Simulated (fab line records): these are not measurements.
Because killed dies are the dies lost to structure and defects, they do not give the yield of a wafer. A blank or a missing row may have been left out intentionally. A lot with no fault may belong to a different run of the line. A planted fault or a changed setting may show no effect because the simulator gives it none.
fab line records -- flow sfq_line
[record] lots = 13, wafers = 39, last_day = 95
route steps=325 shown I1@73
lots that met no fault: from a run of the same line without faults
start_h: start of the lot's first displayed wafer, in hours after the record's first day -- wait_h: hours since the lot's step before -- " unchanged from the row above -- L1.1+2: a row that stands for several wafers -- - no value, or no start given -- * or withheld: withheld -- < > ~ a bound
route shown NAME@n: names a module that has steps shown in the file, with the first one's number in the route -- usual: mean and standard deviation over wafers with no fault -- same: alike in all rows -- chamber/n: place in a boat -- sites: readings site by site -- _std_site: their standard deviation -- _edge_site: outer sites' mean less inner sites' -- radius_mm: for every site, how far away it sits from the centre of the wafer -- mask NAME#n: copy n -- behind: tool/chamber where the wafer was last shaped -- hold: why the lot went on hold/how many hours it stayed there/how the hold came to an end -- device: the transistor (n, p or np) that didn't switch -- end of line: at the end of the route, the tests of the same wafers -- step lacking rows: just its recipe -- killed: dies lost to structure and defects at the first sort, not the wafer's yield -- map: shows each die of a wafer: x if killed, . if not, _ if none is there
set.NAME: the setting the step ran with; set.NAME@STEP: the setting that earlier step ran with -- model.NAME: the simulator's own value behind a step, which no gauge read
one table for each step of the route and one row for each wafer, over a sample of lots
services: the hour from which a tool's chamber was out of use, counted from the record's first day as start_h (under 0 if before that day), plus the number of hours and why
[[steps]]
[step SFQ_TRILAYER_I1_DEP_PECVD_045]
[recipe] material = SiO2, temp_c = 150, time_s = 111.11, pressure_torr = 2.4, rf_w = 183.3, precursor = SiH4/N2O, target_thk_nm = 500
[usual] heater_power_w = 77/13, run_length_s = 139.4/0.56, throttle_valve_pct = 25.1/1.5
lot.wafer,tool,chamber,start_h,wait_h,heater_power_w,run_length_s,since_wet_clean_h,throttle_valve_pct
L602.2,pecvd-01,1,422.32,0.0,79,138.3,1337,26.1
L602.3,pecvd-01,2,422.32,0.0,90,139.6,1337,25.5
L602.4,pecvd-01,0,422.32,0.0,65,139.6,-,25.4
L603.3,pecvd-04,0,425.92,0.0,87,139.3,218,22.9
L603.4,pecvd-04,1,425.92,0.0,87,139.2,-,23.2
L603.6,pecvd-04,2,425.92,0.0,59,139.7,-,24.1
L606.3,pecvd-04,2,430.72,0.0,66,140.5,222,24.1
L606.4,pecvd-04,0,430.72,0.0,79,138.7,-,23.0
L606.5,pecvd-04,1,430.72,0.0,87,139.4,-,23.3
L607.1,pecvd-03,2,433.13,0.0,60,139.4,978,25.8
L607.3,pecvd-03,2,433.13,0.0,46,139.2,-,25.8
L607.4,pecvd-03,1,433.13,0.0,80,139.6,-,27.5
L610.1,pecvd-03,1,439.12,0.0,91,139.4,984,27.5
L610.4,pecvd-03,1,439.12,0.0,93,139.5,-,27.4
L610.5,pecvd-03,2,439.12,0.0,59,139.2,-,25.9
L611.1,pecvd-01,0,441.53,0.0,68,139.3,1356,25.7
L611.5,pecvd-01,1,441.53,0.0,84,138.1,-,26.5
L611.6,pecvd-01,2,441.53,0.0,86,139.5,-,25.4
L612.3,pecvd-04,0,442.72,0.0,85,139.4,234,22.9
L612.4,pecvd-04,1,442.72,0.0,89,139.7,-,23.2
L612.5,pecvd-04,0,442.72,0.0,87,139.0,-,22.8
L613.2,pecvd-04,1,449.29,0.0,80,139.4,241,23.2
L613.4,pecvd-04,1,449.29,0.0,83,139.1,-,23.4
L613.6,pecvd-04,2,449.29,0.0,63,139.7,-,23.9
L614.1,pecvd-03,2,450.51,0.0,56,139.7,995,25.8
L614.2,pecvd-03,1,450.51,0.0,95,139.6,995,27.4
L614.6,pecvd-03,1,450.51,0.0,80,139.6,-,27.3
L621.1,pecvd-04,0,475.69,0.0,92,139.2,267,22.9
L621.2,pecvd-04,2,475.69,0.0,63,144.7,267,24.3
L621.5,pecvd-04,2,475.69,0.0,69,139.9,-,24.0
L623.2,pecvd-01,0,805.48,0.0,62,139.2,228,24.1
L623.3,pecvd-01,1,805.48,0.0,80,138.2,228,22.7
L623.4,pecvd-01,2,805.48,0.0,91,140.2,-,24.2
L624.3,pecvd-03,2,809.87,0.0,54,139.1,1355,26.0
L624.4,pecvd-03,0,809.87,0.0,84,139.5,-,24.2
L624.6,pecvd-03,2,809.87,0.0,56,139.6,-,26.1
L625.1,pecvd-04,0,818.27,0.0,75,138.7,610,24.1
L625.3,pecvd-04,2,818.27,0.0,70,139.6,610,25.0
L625.6,pecvd-04,0,818.27,0.0,79,139.0,-,24.3
[[services]]
tool,chamber,start_h,hours,kind
pecvd-04,-,416.06,2.8,pm
pecvd-01,0,455.97,20.3,repair
pecvd-01,-,563.75,14.0,pm
pecvd-01,0,563.75,14.0,vent_cycle
pecvd-01,1,563.75,14.0,vent_cycle
pecvd-01,2,563.75,14.0,vent_cycle
pecvd-01,0,577.75,-,clean
pecvd-01,1,577.75,-,clean
pecvd-01,2,577.75,-,clean
pecvd-01,0,589.16,10.5,repair
pecvd-01,-,590.17,0.9,repair
pecvd-03,-,593.49,5.7,repair
pecvd-01,-,593.74,5.5,pm
pecvd-04,-,640.02,6.0,pm
pecvd-03,0,686.74,6.4,repair
pecvd-01,-,708.75,0.8,repair
pecvd-03,2,763.81,12.9,repair
[[key]]
[first_sign] step = SFQ_TRILAYER_I1_DEP_PECVD_045, reading = run_length_s, direction = up, sigmas = 9.5, usual = *, struck = *
effect none on later readings
met_at SFQ_TRILAYER_I1_DEP_PECVD_045
struck_lots L621
struck_wafers L621.2
onset_between 449.29 475.69
[fault] kind = process_parameter_drift, tool = pecvd-04, chamber = -, onset_h = 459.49, steps = SFQ_TRILAYER_I1_DEP_PECVD_045, channel = time_s, offset = *, shape = step, end_h = 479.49, scope = struck_wafers_only, acts_in = *, stated = *
